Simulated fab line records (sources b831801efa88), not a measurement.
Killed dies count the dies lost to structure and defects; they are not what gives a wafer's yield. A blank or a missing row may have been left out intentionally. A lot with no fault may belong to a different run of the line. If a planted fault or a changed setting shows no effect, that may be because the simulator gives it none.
fab line records | flow sfq-line
record lots=13 | wafers=39 | last-day=86
route steps=325 shown M4@149
lots with no fault: from the same line, run without faults
start-h: hours from the record's opening day to when the first of the lot's shown wafers began | wait-h: hours from the lot's prior step to this one | " unchanged from the row above | L1.1+2: one row covering several wafers at once | - no value, or no start given | * or withheld: withheld | < > ~ a bound
route shown NAME@n: a module of which the file shows steps, and the number in the route of the first | usual: mean/standard deviation of fault-free wafers | same: alike in all rows | chamber/n: place in a boat | sites: readings site by site | _std_site: standard deviation of those values | _edge_site: inner sites' mean taken away from outer sites' mean | radius-mm: how far each site lies from the wafer's centre | mask NAME#n: copy n | behind: the last tool/chamber to shape the wafer | hold: cause of the lot's hold/its duration in hours/its outcome | device: transistor that didn't switch, given as n, p or np | end of line: tests run on the same wafers once the route is complete | a step given without rows: its recipe and nothing more | killed: the dies lost at the first sort to structure and to defects; this is not the yield of the wafer | map: the dies of a wafer, with x for killed, . for not killed, _ for no die there
set.NAME: the setting that was run; set.NAME@STEP: the one run at that earlier step | model.NAME: the simulator's own value behind a step, which no gauge read
route steps across a sampled set of lots; one table per step, one row per wafer
services: the hour from which a tool's chamber was out of use, counted from the record's first day as start-h (under 0 if before that day), plus the number of hours and why
## steps
# step SFQ_TRILAYER_M4_DEP_SPUTTER_091
# recipe material=Nb | base-pressure-pa=1.33e-06 | chamber-pressure-pa=0.1333 | substrate-temp-c=20 | resputter-cathode-voltage-v=400 | target-thk-nm=200 | power-w=2000 | time-s=133.3
# usual throttle-valve-pct=29.3/1
lot.wafer | tool           | chamber | start-h | wait-h | throttle-valve-pct
L956.2    | pvd-sputter-06 | -       | 963.45  | 0.0    | 29.4
L956.4    | "              | -       | "       | "      | 27.3
L956.6    | "              | -       | "       | "      | 29.7
L958.1    | pvd-sputter-06 | -       | 971.34  | 0.0    | 29.5
L958.3    | "              | -       | "       | "      | 30.0
L958.6    | "              | -       | "       | "      | 27.9
L965.2    | pvd-sputter-06 | -       | 1049.05 | 0.0    | 30.1
L965.3    | "              | -       | "       | "      | 29.2
L965.6    | "              | -       | "       | "      | 27.6
L967.2    | pvd-sputter-05 | -       | 1051.45 | 0.0    | 28.6
L967.3    | "              | -       | "       | "      | 29.9
L967.4    | "              | -       | "       | "      | 28.9
L969.3    | pvd-sputter-04 | -       | 1055.05 | 0.0    | 27.7
L969.4    | "              | -       | "       | "      | 31.1
L969.6    | "              | -       | "       | "      | 30.9
L970.2    | pvd-sputter-06 | -       | 1056.25 | 0.0    | 27.6
L970.4    | "              | -       | "       | "      | 30.0
L970.6    | "              | -       | "       | "      | 29.2
L972.2    | pvd-sputter-04 | -       | 1059.95 | 0.0    | 27.7
L972.4    | "              | -       | "       | "      | 29.9
L972.6    | "              | -       | "       | "      | 29.7
L973.1    | pvd-sputter-06 | -       | 1061.15 | 0.0    | 29.2
L973.2    | "              | -       | "       | "      | 30.4
L973.3    | "              | -       | "       | "      | 29.7
L974.3    | pvd-sputter-04 | -       | 1181.11 | 0.0    | 27.5
L974.4    | "              | -       | "       | "      | 29.6
L974.6    | "              | -       | "       | "      | 27.7
L975.1    | pvd-sputter-04 | -       | 1205.46 | 0.0    | 27.6
L975.2    | "              | -       | "       | "      | 29.7
L975.5    | "              | -       | "       | "      | 29.6
L976.1    | pvd-sputter-06 | -       | 1207.26 | 0.0    | 27.5
L976.2    | "              | -       | "       | "      | 29.9
L976.3    | "              | -       | "       | "      | 29.6
L977.2    | pvd-sputter-06 | -       | 1213.60 | 0.0    | 29.8
L977.4    | "              | -       | "       | "      | 27.7
L977.5    | "              | -       | "       | "      | 29.7
L978.2    | pvd-sputter-04 | -       | 1249.47 | 0.0    | 29.8
L978.3    | "              | -       | "       | "      | 31.2
L978.6    | "              | -       | "       | "      | 29.6
# step SFQ_M4_RS_MEAS_924
# recipe thk-meas-gauge=four-point-probe | reads=Nb_of_TRILAYER_M4_DEP_SPUTTER_091
# usual M4_NB_RS=0.885/0.012
lot.wafer | tool          | chamber | start-h | wait-h | M4_NB_RS[ohm/sq]
L956.2    | film-metro-03 | -       | 963.56  | 0.1    | 0.878
L956.4    | "             | -       | "       | "      | 0.900
L956.6    | "             | -       | "       | "      | 0.876
L958.1    | film-metro-02 | -       | 971.43  | 0.0    | 0.874
L958.3    | "             | -       | "       | "      | 0.883
L958.6    | "             | -       | "       | "      | 1.032
L965.2    | film-metro-02 | -       | 1049.16 | 0.1    | 0.872
L965.3    | "             | -       | "       | "      | 0.878
L965.6    | "             | -       | "       | "      | 0.902
L967.2    | film-metro-02 | -       | 1051.57 | 0.1    | 0.862
L967.3    | "             | -       | "       | "      | 0.869
L967.4    | "             | -       | "       | "      | 0.868
L969.3    | film-metro-01 | -       | 1055.18 | 0.1    | 0.886
L969.4    | "             | -       | "       | "      | 0.889
L969.6    | "             | -       | "       | "      | 0.891
L970.2    | film-metro-03 | -       | 1056.36 | 0.1    | 0.902
L970.4    | "             | -       | "       | "      | 0.867
L970.6    | "             | -       | "       | "      | 0.881
L972.2    | film-metro-03 | -       | 1060.06 | 0.1    | 0.896
L972.4    | "             | -       | "       | "      | 0.897
L972.6    | "             | -       | "       | "      | 0.893
L973.1    | film-metro-02 | -       | 1061.24 | 0.0    | 0.869
L973.2    | "             | -       | "       | "      | 0.863
L973.3    | "             | -       | "       | "      | 0.868
L974.3    | film-metro-02 | -       | 1181.24 | 0.1    | 0.893
L974.4    | "             | -       | "       | "      | 0.904
L974.6    | "             | -       | "       | "      | 0.894
L975.1    | film-metro-01 | -       | 1205.55 | 0.0    | 0.874
L975.2    | "             | -       | "       | "      | 0.884
L975.5    | "             | -       | "       | "      | 0.879
L976.1    | film-metro-01 | -       | 1207.35 | 0.0    | 0.882
L976.2    | "             | -       | "       | "      | 0.877
L976.3    | "             | -       | "       | "      | 0.878
L977.2    | film-metro-01 | -       | 1213.71 | 0.1    | 0.871
L977.4    | "             | -       | "       | "      | 0.872
L977.5    | "             | -       | "       | "      | 0.881
L978.2    | film-metro-02 | -       | 1249.58 | 0.1    | 0.895
L978.3    | "             | -       | "       | "      | 0.890
L978.6    | "             | -       | "       | "      | 0.896
# step SFQ_TRILAYER_M4_ETCH_METAL_ETCH_096
# recipe target=Nb | stop-on=SiO2 | mask-material=PR | chemistry=Cl2/Ar | target-depth-nm=240 | icp-w=600 | bias-w=80 | pressure-mtorr=10 | time-s=120
# usual drypump-motor-current-A=5.9/0.47 | oes-product-au=0.896/0.0077
lot.wafer | tool         | chamber | start-h | wait-h | drypump-motor-current-A | oes-product-au | rf-hours-counter-h
L956.2    | rie-metal-02 | 0       | 966.24  | 0.0    | 5.4                     | 0.895          | 16
L956.4    | "            | 1       | "       | "      | 6.2                     | 0.889          | -
L956.6    | "            | 1       | "       | "      | 6.2                     | 0.904          | -
L958.1    | rie-metal-02 | 1       | 973.96  | 0.0    | 6.2                     | 0.907          | 37
L958.3    | "            | 1       | "       | "      | 6.2                     | 0.891          | -
L958.6    | "            | 1       | "       | "      | 6.2                     | 0.826          | -
L965.2    | rie-metal-01 | 1       | 1065.05 | 0.0    | 5.3                     | 0.907          | 113
L965.3    | "            | 1       | "       | "      | 5.3                     | 0.901          | -
L965.6    | "            | 0       | "       | "      | 5.6                     | 0.889          | -
L967.2    | rie-metal-02 | 1       | 1068.65 | 0.0    | 6.2                     | 0.902          | 51
L967.3    | "            | 1       | "       | "      | 6.2                     | 0.905          | -
L967.4    | "            | 0       | "       | "      | 5.4                     | 0.901          | -
L969.3    | rie-metal-02 | 1       | 1073.49 | 0.1    | 6.2                     | 0.900          | -
L969.4    | "            | 0       | "       | "      | 5.4                     | 0.903          | -
L969.6    | "            | 0       | "       | "      | 5.4                     | 0.889          | -
L970.2    | rie-metal-03 | 0       | 1074.65 | 0.0    | 6.2                     | 0.896          | 122
L970.4    | "            | 0       | "       | "      | 6.2                     | 0.902          | -
L970.6    | "            | 1       | "       | "      | 6.5                     | 0.895          | -
L972.2    | rie-metal-01 | 1       | 1077.05 | 0.0    | 5.3                     | 0.892          | 115
L972.4    | "            | 0       | "       | "      | 5.6                     | 0.889          | -
L972.6    | "            | 0       | "       | "      | 5.6                     | 0.896          | -
L973.1    | rie-metal-02 | 0       | 1078.25 | 0.0    | 5.4                     | 0.909          | 34
L973.2    | "            | 1       | "       | "      | 6.2                     | 0.904          | 53
L973.3    | "            | 1       | "       | "      | 6.2                     | 0.907          | -
L974.3    | rie-metal-03 | 0       | 1183.89 | 0.1    | 6.2                     | 0.886          | -
L974.4    | "            | 1       | "       | "      | 6.5                     | 0.883          | -
L974.6    | "            | 1       | "       | "      | 6.6                     | 0.886          | -
L975.1    | rie-metal-03 | 1       | 1208.08 | 0.0    | 6.6                     | 0.903          | 87
L975.2    | "            | 0       | "       | "      | 6.2                     | 0.896          | 0
L975.5    | "            | 1       | "       | "      | 6.6                     | 0.896          | -
L976.1    | rie-metal-02 | 1       | 1210.53 | 0.0    | 6.2                     | 0.896          | 76
L976.2    | "            | 0       | "       | "      | 5.4                     | 0.899          | 54
L976.3    | "            | 0       | "       | "      | 5.4                     | 0.893          | -
L977.2    | rie-metal-03 | 1       | 1244.97 | 0.0    | 6.5                     | 0.911          | 93
L977.4    | "            | 0       | "       | "      | 6.2                     | 0.905          | -
L977.5    | "            | 1       | "       | "      | 6.5                     | 0.902          | -
L978.2    | rie-metal-01 | 0       | 1256.97 | 0.0    | 5.6                     | 0.889          | 135
L978.3    | "            | 0       | "       | "      | 5.6                     | 0.900          | -
L978.6    | "            | 1       | "       | "      | 5.3                     | 0.892          | -
## services
tool           | chamber | start-h | hours | kind
rie-metal-01   | -       | 953.63  | 1.0   | repair
pvd-sputter-05 | -       | 968.60  | 7.5   | repair
rie-metal-01   | 1       | 976.91  | 1.0   | repair
pvd-sputter-06 | -       | 979.52  | 2.1   | repair
rie-metal-03   | 0       | 985.05  | 1.3   | repair
rie-metal-01   | 1       | 994.76  | 3.1   | repair
pvd-sputter-05 | 0       | 1020.90 | -     | consumable-replace:kit
pvd-sputter-05 | -       | 1033.67 | 3.1   | repair
pvd-sputter-04 | -       | 1046.11 | 1.4   | repair
pvd-sputter-05 | -       | 1086.19 | 5.2   | repair
pvd-sputter-06 | -       | 1091.66 | 0.5   | repair
rie-metal-02   | 0       | 1119.61 | 12.4  | repair
pvd-sputter-05 | -       | 1167.40 | 5.2   | repair
pvd-sputter-06 | -       | 1172.99 | 4.9   | repair
rie-metal-03   | 0       | 1186.80 | -     | clean
rie-metal-03   | 0       | 1186.80 | -     | consumable-replace:focus-ring
rie-metal-03   | 0       | 1186.80 | 20.1  | scheduled-down
rie-metal-03   | 0       | 1186.80 | 20.1  | vent-cycle
rie-metal-01   | 1       | 1205.47 | -     | clean
rie-metal-01   | 1       | 1205.47 | -     | consumable-replace:focus-ring
rie-metal-01   | 1       | 1205.47 | 26.4  | scheduled-down
rie-metal-01   | 1       | 1205.47 | 26.4  | vent-cycle
rie-metal-03   | -       | 1213.56 | 0.3   | repair
rie-metal-02   | -       | 1220.02 | 2.8   | pm
## key
first-sign step=SFQ_M4_RS_MEAS_924 | reading=M4_NB_RS | direction=up | sigmas=12 | usual=0.885 | struck=1.032
effect step=SFQ_TRILAYER_M4_ETCH_METAL_ETCH_096 | reading=oes-product-au | direction=down | sigmas=9 | usual=0.896 | struck=0.826
met-at SFQ_TRILAYER_M4_DEP_SPUTTER_091
struck-lots L958
struck-wafers L958.6
onset-between 963.45 971.34
fault kind=process-parameter-drift | tool=pvd-sputter-06 | chamber=- | onset-h=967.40 | steps=SFQ_TRILAYER_M4_DEP_SPUTTER_091 | channel=target-thk-nm | offset=-24.541 | shape=step | end-h=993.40 | scope=struck-wafers-only | acts-in=these-recipes-only | stated=200
